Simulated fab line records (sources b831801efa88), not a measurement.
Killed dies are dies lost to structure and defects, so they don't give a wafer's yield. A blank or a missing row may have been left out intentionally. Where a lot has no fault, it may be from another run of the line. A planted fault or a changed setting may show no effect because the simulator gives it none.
fab line records || flow sfqLine
[record] {"lots": 5, "wafers": 23}
route steps=325 shown M8@321
startH: hours from the record's first day to the start of the lot's first wafer shown || waitH: how many hours have passed since the lot's step before this one || " unchanged from the row above || L1.1+2: a row that stands for several wafers || - no value present, or no start provided || * or withheld: withheld || < > ~ a bound
route shown NAME@n: NAME is a module with steps in the file, n the number in the route of the first one || usual: mean and standard deviation over wafers with no fault || same: alike in all rows || chamber/n: place in a boat || sites: per-site readings || _std_site: their standard deviation || _edge_site: outer sites' mean less inner sites' || radiusMm: for every site, how far away it sits from the centre of the wafer || mask NAME#n: copy n || behind: tool/chamber where the wafer was last shaped || hold: what put the lot on hold/how long, in hours/how the hold closed || device: the transistor (n, p or np) that didn't switch || end of line: the tests these same wafers got at the end of their route || a step without rows: its recipe alone || killed: dies lost to structure and defects at the first sort, not the wafer's yield || map: a wafer's dies, x killed, . not, _ none there
set.NAME: the setting the step ran with; set.NAME@STEP: the setting that earlier step ran with || model.NAME: the simulator's own value behind a step, which no gauge read
lots where settings were altered on purpose, with a table for each step and a row for each wafer
[[steps]]
[step SFQ_TRILAYER_M8_DEP_EVAP_196]
[recipe] {"material": "Au", "angularSpreadDeg": 1, "targetThkNm": 180, "timeS": 900, "powerW": 2000}
{"lot.wafer": "L074.1", "tool": "pvdSputter-01", "chamber": "-", "startH": 1708.56, "waitH": 0.1, "set.timeS": 900, "model.Au_of_TRILAYER_M8_DEP_EVAP_196.thkNm": 181}
{"lot.wafer": "L074.4", "tool": "pvdSputter-01", "chamber": "-", "startH": 1708.56, "waitH": 0.1, "set.timeS": 900, "model.Au_of_TRILAYER_M8_DEP_EVAP_196.thkNm": 178.8}
{"lot.wafer": "L074.6", "tool": "pvdSputter-01", "chamber": "-", "startH": 1708.56, "waitH": 0.1, "set.timeS": 900, "model.Au_of_TRILAYER_M8_DEP_EVAP_196.thkNm": 182.1}
{"lot.wafer": "L077.1", "tool": "pvdSputter-02", "chamber": "-", "startH": 1819.27, "waitH": 0.1, "set.timeS": 900, "model.Au_of_TRILAYER_M8_DEP_EVAP_196.thkNm": 180.8}
{"lot.wafer": "L077.2", "tool": "pvdSputter-02", "chamber": "-", "startH": 1819.27, "waitH": 0.1, "set.timeS": 900, "model.Au_of_TRILAYER_M8_DEP_EVAP_196.thkNm": 180.1}
{"lot.wafer": "L077.4", "tool": "pvdSputter-02", "chamber": "-", "startH": 1819.27, "waitH": 0.1, "set.timeS": 775.8, "model.Au_of_TRILAYER_M8_DEP_EVAP_196.thkNm": 154.6}
{"lot.wafer": "L077.5", "tool": "pvdSputter-02", "chamber": "-", "startH": 1819.27, "waitH": 0.1, "set.timeS": 775.8, "model.Au_of_TRILAYER_M8_DEP_EVAP_196.thkNm": 153.7}
{"lot.wafer": "L077.6", "tool": "pvdSputter-02", "chamber": "-", "startH": 1819.27, "waitH": 0.1, "set.timeS": 775.8, "model.Au_of_TRILAYER_M8_DEP_EVAP_196.thkNm": 154.7}
{"lot.wafer": "L080.1", "tool": "pvdSputter-01", "chamber": "-", "startH": 1830.17, "waitH": 0.1, "set.timeS": 900, "model.Au_of_TRILAYER_M8_DEP_EVAP_196.thkNm": 180.3}
{"lot.wafer": "L080.2", "tool": "pvdSputter-01", "chamber": "-", "startH": 1830.17, "waitH": 0.1, "set.timeS": 900, "model.Au_of_TRILAYER_M8_DEP_EVAP_196.thkNm": 182.4}
{"lot.wafer": "L080.3", "tool": "pvdSputter-01", "chamber": "-", "startH": 1830.17, "waitH": 0.1, "set.timeS": 900, "model.Au_of_TRILAYER_M8_DEP_EVAP_196.thkNm": 179.9}
{"lot.wafer": "L080.5", "tool": "pvdSputter-01", "chamber": "-", "startH": 1830.17, "waitH": 0.1, "set.timeS": 900, "model.Au_of_TRILAYER_M8_DEP_EVAP_196.thkNm": 182.8}
{"lot.wafer": "L080.6", "tool": "pvdSputter-01", "chamber": "-", "startH": 1830.17, "waitH": 0.1, "set.timeS": 900, "model.Au_of_TRILAYER_M8_DEP_EVAP_196.thkNm": 182.6}
{"lot.wafer": "L081.2", "tool": "pvdSputter-02", "chamber": "-", "startH": 1833.80, "waitH": 0.1, "set.timeS": 900, "model.Au_of_TRILAYER_M8_DEP_EVAP_196.thkNm": 182.3}
{"lot.wafer": "L081.3", "tool": "pvdSputter-02", "chamber": "-", "startH": 1833.80, "waitH": 0.1, "set.timeS": 900, "model.Au_of_TRILAYER_M8_DEP_EVAP_196.thkNm": 180.6}
{"lot.wafer": "L081.4", "tool": "pvdSputter-02", "chamber": "-", "startH": 1833.80, "waitH": 0.1, "set.timeS": 848.8, "model.Au_of_TRILAYER_M8_DEP_EVAP_196.thkNm": 170.8}
{"lot.wafer": "L081.5", "tool": "pvdSputter-02", "chamber": "-", "startH": 1833.80, "waitH": 0.1, "set.timeS": 900, "model.Au_of_TRILAYER_M8_DEP_EVAP_196.thkNm": 179}
{"lot.wafer": "L081.6", "tool": "pvdSputter-02", "chamber": "-", "startH": 1833.80, "waitH": 0.1, "set.timeS": 848.8, "model.Au_of_TRILAYER_M8_DEP_EVAP_196.thkNm": 170.3}
{"lot.wafer": "L083.1", "tool": "pvdSputter-02", "chamber": "-", "startH": 1837.40, "waitH": 0.1, "set.timeS": 1015, "model.Au_of_TRILAYER_M8_DEP_EVAP_196.thkNm": 207}
{"lot.wafer": "L083.2", "tool": "pvdSputter-02", "chamber": "-", "startH": 1837.40, "waitH": 0.1, "set.timeS": 1015, "model.Au_of_TRILAYER_M8_DEP_EVAP_196.thkNm": 203.9}
{"lot.wafer": "L083.3", "tool": "pvdSputter-02", "chamber": "-", "startH": 1837.40, "waitH": 0.1, "set.timeS": 900, "model.Au_of_TRILAYER_M8_DEP_EVAP_196.thkNm": 183.1}
{"lot.wafer": "L083.4", "tool": "pvdSputter-02", "chamber": "-", "startH": 1837.40, "waitH": 0.1, "set.timeS": 900, "model.Au_of_TRILAYER_M8_DEP_EVAP_196.thkNm": 180.8}
{"lot.wafer": "L083.6", "tool": "pvdSputter-02", "chamber": "-", "startH": 1837.40, "waitH": 0.1, "set.timeS": 1015, "model.Au_of_TRILAYER_M8_DEP_EVAP_196.thkNm": 205.9}
[step SFQ_M8_RS_MEAS_949]
[recipe] {"thkMeasGauge": "four-point-probe", "reads": "Au_of_TRILAYER_M8_DEP_EVAP_196+Pt_of_TRILAYER_M8_DEP_EVAP_198+Ti_of_TRILAYER_M8_DEP_EVAP_197"}
[usual] {"M8_AU_RS": "0.1526/0.0012"}
{"lot.wafer": "L074.1", "tool": "filmMetro-03", "chamber": "-", "startH": 1709.08, "waitH": 0.3, "set.timeS@TRILAYER_M8_DEP_EVAP_196": 900, "M8_AU_RS[ohm/sq]": 0.1525}
{"lot.wafer": "L074.4", "tool": "filmMetro-03", "chamber": "-", "startH": 1709.08, "waitH": 0.3, "set.timeS@TRILAYER_M8_DEP_EVAP_196": 900, "M8_AU_RS[ohm/sq]": 0.1545}
{"lot.wafer": "L074.6", "tool": "filmMetro-03", "chamber": "-", "startH": 1709.08, "waitH": 0.3, "set.timeS@TRILAYER_M8_DEP_EVAP_196": 900, "M8_AU_RS[ohm/sq]": 0.1519}
{"lot.wafer": "L077.1", "tool": "filmMetro-02", "chamber": "-", "startH": 1819.85, "waitH": 0.3, "set.timeS@TRILAYER_M8_DEP_EVAP_196": 900, "M8_AU_RS[ohm/sq]": 0.1534}
{"lot.wafer": "L077.2", "tool": "filmMetro-02", "chamber": "-", "startH": 1819.85, "waitH": 0.3, "set.timeS@TRILAYER_M8_DEP_EVAP_196": 900, "M8_AU_RS[ohm/sq]": 0.1532}
{"lot.wafer": "L077.4", "tool": "filmMetro-02", "chamber": "-", "startH": 1819.85, "waitH": 0.3, "set.timeS@TRILAYER_M8_DEP_EVAP_196": 775.8, "M8_AU_RS[ohm/sq]": 0.1787}
{"lot.wafer": "L077.5", "tool": "filmMetro-02", "chamber": "-", "startH": 1819.85, "waitH": 0.3, "set.timeS@TRILAYER_M8_DEP_EVAP_196": 775.8, "M8_AU_RS[ohm/sq]": 0.1807}
{"lot.wafer": "L077.6", "tool": "filmMetro-02", "chamber": "-", "startH": 1819.85, "waitH": 0.3, "set.timeS@TRILAYER_M8_DEP_EVAP_196": 775.8, "M8_AU_RS[ohm/sq]": 0.1789}
{"lot.wafer": "L080.1", "tool": "filmMetro-02", "chamber": "-", "startH": 1830.68, "waitH": 0.3, "set.timeS@TRILAYER_M8_DEP_EVAP_196": 900, "M8_AU_RS[ohm/sq]": 0.1524}
{"lot.wafer": "L080.2", "tool": "filmMetro-02", "chamber": "-", "startH": 1830.68, "waitH": 0.3, "set.timeS@TRILAYER_M8_DEP_EVAP_196": 900, "M8_AU_RS[ohm/sq]": 0.1504}
{"lot.wafer": "L080.3", "tool": "filmMetro-02", "chamber": "-", "startH": 1830.68, "waitH": 0.3, "set.timeS@TRILAYER_M8_DEP_EVAP_196": 900, "M8_AU_RS[ohm/sq]": 0.1535}
{"lot.wafer": "L080.5", "tool": "filmMetro-02", "chamber": "-", "startH": 1830.68, "waitH": 0.3, "set.timeS@TRILAYER_M8_DEP_EVAP_196": 900, "M8_AU_RS[ohm/sq]": 0.1509}
{"lot.wafer": "L080.6", "tool": "filmMetro-02", "chamber": "-", "startH": 1830.68, "waitH": 0.3, "set.timeS@TRILAYER_M8_DEP_EVAP_196": 900, "M8_AU_RS[ohm/sq]": 0.1500}
{"lot.wafer": "L081.2", "tool": "filmMetro-04", "chamber": "-", "startH": 1834.40, "waitH": 0.3, "set.timeS@TRILAYER_M8_DEP_EVAP_196": 900, "M8_AU_RS[ohm/sq]": 0.1514}
{"lot.wafer": "L081.3", "tool": "filmMetro-04", "chamber": "-", "startH": 1834.40, "waitH": 0.3, "set.timeS@TRILAYER_M8_DEP_EVAP_196": 900, "M8_AU_RS[ohm/sq]": 0.1523}
{"lot.wafer": "L081.4", "tool": "filmMetro-04", "chamber": "-", "startH": 1834.40, "waitH": 0.3, "set.timeS@TRILAYER_M8_DEP_EVAP_196": 848.8, "M8_AU_RS[ohm/sq]": 0.1619}
{"lot.wafer": "L081.5", "tool": "filmMetro-04", "chamber": "-", "startH": 1834.40, "waitH": 0.3, "set.timeS@TRILAYER_M8_DEP_EVAP_196": 900, "M8_AU_RS[ohm/sq]": 0.1537}
{"lot.wafer": "L081.6", "tool": "filmMetro-04", "chamber": "-", "startH": 1834.40, "waitH": 0.3, "set.timeS@TRILAYER_M8_DEP_EVAP_196": 848.8, "M8_AU_RS[ohm/sq]": 0.1626}
{"lot.wafer": "L083.1", "tool": "filmMetro-03", "chamber": "-", "startH": 1837.98, "waitH": 0.3, "set.timeS@TRILAYER_M8_DEP_EVAP_196": 1015, "M8_AU_RS[ohm/sq]": 0.1328}
{"lot.wafer": "L083.2", "tool": "filmMetro-03", "chamber": "-", "startH": 1837.98, "waitH": 0.3, "set.timeS@TRILAYER_M8_DEP_EVAP_196": 1015, "M8_AU_RS[ohm/sq]": 0.1355}
{"lot.wafer": "L083.3", "tool": "filmMetro-03", "chamber": "-", "startH": 1837.98, "waitH": 0.3, "set.timeS@TRILAYER_M8_DEP_EVAP_196": 900, "M8_AU_RS[ohm/sq]": 0.1511}
{"lot.wafer": "L083.4", "tool": "filmMetro-03", "chamber": "-", "startH": 1837.98, "waitH": 0.3, "set.timeS@TRILAYER_M8_DEP_EVAP_196": 900, "M8_AU_RS[ohm/sq]": 0.1524}
{"lot.wafer": "L083.6", "tool": "filmMetro-03", "chamber": "-", "startH": 1837.98, "waitH": 0.3, "set.timeS@TRILAYER_M8_DEP_EVAP_196": 1015, "M8_AU_RS[ohm/sq]": 0.1343}
[step SFQ_M8_THK_MEAS_950]
[recipe] {"thkMeasGauge": "xrf", "reads": "Au_of_TRILAYER_M8_DEP_EVAP_196"}
[usual] {"M8_AU_THK": "180.4/2.1"}
{"lot.wafer": "L074.1", "tool": "filmMetro-03", "chamber": "-", "startH": 1709.20, "waitH": 0.1, "set.timeS@TRILAYER_M8_DEP_EVAP_196": 900, "M8_AU_THK[nm]": 179.4}
{"lot.wafer": "L074.4", "tool": "filmMetro-03", "chamber": "-", "startH": 1709.20, "waitH": 0.1, "set.timeS@TRILAYER_M8_DEP_EVAP_196": 900, "M8_AU_THK[nm]": 178.3}
{"lot.wafer": "L074.6", "tool": "filmMetro-03", "chamber": "-", "startH": 1709.20, "waitH": 0.1, "set.timeS@TRILAYER_M8_DEP_EVAP_196": 900, "M8_AU_THK[nm]": 181.0}
{"lot.wafer": "L077.1", "tool": "filmMetro-02", "chamber": "-", "startH": 1819.97, "waitH": 0.1, "set.timeS@TRILAYER_M8_DEP_EVAP_196": 900, "M8_AU_THK[nm]": 179.5}
{"lot.wafer": "L077.2", "tool": "filmMetro-02", "chamber": "-", "startH": 1819.97, "waitH": 0.1, "set.timeS@TRILAYER_M8_DEP_EVAP_196": 900, "M8_AU_THK[nm]": 177.5}
{"lot.wafer": "L077.4", "tool": "filmMetro-02", "chamber": "-", "startH": 1819.97, "waitH": 0.1, "set.timeS@TRILAYER_M8_DEP_EVAP_196": 775.8, "M8_AU_THK[nm]": 153.5}
{"lot.wafer": "L077.5", "tool": "filmMetro-02", "chamber": "-", "startH": 1819.97, "waitH": 0.1, "set.timeS@TRILAYER_M8_DEP_EVAP_196": 775.8, "M8_AU_THK[nm]": 152.4}
{"lot.wafer": "L077.6", "tool": "filmMetro-02", "chamber": "-", "startH": 1819.97, "waitH": 0.1, "set.timeS@TRILAYER_M8_DEP_EVAP_196": 775.8, "M8_AU_THK[nm]": 152.8}
{"lot.wafer": "L080.1", "tool": "filmMetro-02", "chamber": "-", "startH": 1830.80, "waitH": 0.1, "set.timeS@TRILAYER_M8_DEP_EVAP_196": 900, "M8_AU_THK[nm]": 179.7}
{"lot.wafer": "L080.2", "tool": "filmMetro-02", "chamber": "-", "startH": 1830.80, "waitH": 0.1, "set.timeS@TRILAYER_M8_DEP_EVAP_196": 900, "M8_AU_THK[nm]": 181.7}
{"lot.wafer": "L080.3", "tool": "filmMetro-02", "chamber": "-", "startH": 1830.80, "waitH": 0.1, "set.timeS@TRILAYER_M8_DEP_EVAP_196": 900, "M8_AU_THK[nm]": 179.5}
{"lot.wafer": "L080.5", "tool": "filmMetro-02", "chamber": "-", "startH": 1830.80, "waitH": 0.1, "set.timeS@TRILAYER_M8_DEP_EVAP_196": 900, "M8_AU_THK[nm]": 181.9}
{"lot.wafer": "L080.6", "tool": "filmMetro-02", "chamber": "-", "startH": 1830.80, "waitH": 0.1, "set.timeS@TRILAYER_M8_DEP_EVAP_196": 900, "M8_AU_THK[nm]": 182.1}
{"lot.wafer": "L081.2", "tool": "filmMetro-04", "chamber": "-", "startH": 1834.51, "waitH": 0.1, "set.timeS@TRILAYER_M8_DEP_EVAP_196": 900, "M8_AU_THK[nm]": 183.9}
{"lot.wafer": "L081.3", "tool": "filmMetro-04", "chamber": "-", "startH": 1834.51, "waitH": 0.1, "set.timeS@TRILAYER_M8_DEP_EVAP_196": 900, "M8_AU_THK[nm]": 182.2}
{"lot.wafer": "L081.4", "tool": "filmMetro-04", "chamber": "-", "startH": 1834.51, "waitH": 0.1, "set.timeS@TRILAYER_M8_DEP_EVAP_196": 848.8, "M8_AU_THK[nm]": 171.6}
{"lot.wafer": "L081.5", "tool": "filmMetro-04", "chamber": "-", "startH": 1834.51, "waitH": 0.1, "set.timeS@TRILAYER_M8_DEP_EVAP_196": 900, "M8_AU_THK[nm]": 180.2}
{"lot.wafer": "L081.6", "tool": "filmMetro-04", "chamber": "-", "startH": 1834.51, "waitH": 0.1, "set.timeS@TRILAYER_M8_DEP_EVAP_196": 848.8, "M8_AU_THK[nm]": 171.7}
{"lot.wafer": "L083.1", "tool": "filmMetro-03", "chamber": "-", "startH": 1838.10, "waitH": 0.1, "set.timeS@TRILAYER_M8_DEP_EVAP_196": 1015, "M8_AU_THK[nm]": 205.7}
{"lot.wafer": "L083.2", "tool": "filmMetro-03", "chamber": "-", "startH": 1838.10, "waitH": 0.1, "set.timeS@TRILAYER_M8_DEP_EVAP_196": 1015, "M8_AU_THK[nm]": 203.1}
{"lot.wafer": "L083.3", "tool": "filmMetro-03", "chamber": "-", "startH": 1838.10, "waitH": 0.1, "set.timeS@TRILAYER_M8_DEP_EVAP_196": 900, "M8_AU_THK[nm]": 181.8}
{"lot.wafer": "L083.4", "tool": "filmMetro-03", "chamber": "-", "startH": 1838.10, "waitH": 0.1, "set.timeS@TRILAYER_M8_DEP_EVAP_196": 900, "M8_AU_THK[nm]": 179.4}
{"lot.wafer": "L083.6", "tool": "filmMetro-03", "chamber": "-", "startH": 1838.10, "waitH": 0.1, "set.timeS@TRILAYER_M8_DEP_EVAP_196": 1015, "M8_AU_THK[nm]": 204.8}
[[key]]
[split] {"step": "SFQ_TRILAYER_M8_DEP_EVAP_196", "setting": "timeS", "stated": 900, "by": "wafer"}
[response] {"step": "SFQ_TRILAYER_M8_DEP_EVAP_196", "reading": "model.Au_of_TRILAYER_M8_DEP_EVAP_196.thkNm", "change": "+1.87", "per": "1%", "r": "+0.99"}
[response] {"step": "SFQ_M8_RS_MEAS_949", "reading": "M8_AU_RS", "change": -0.00166, "per": "1%", "r": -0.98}
[response] {"step": "SFQ_M8_THK_MEAS_950", "reading": "M8_AU_THK", "change": "+1.86", "per": "1%", "r": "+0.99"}
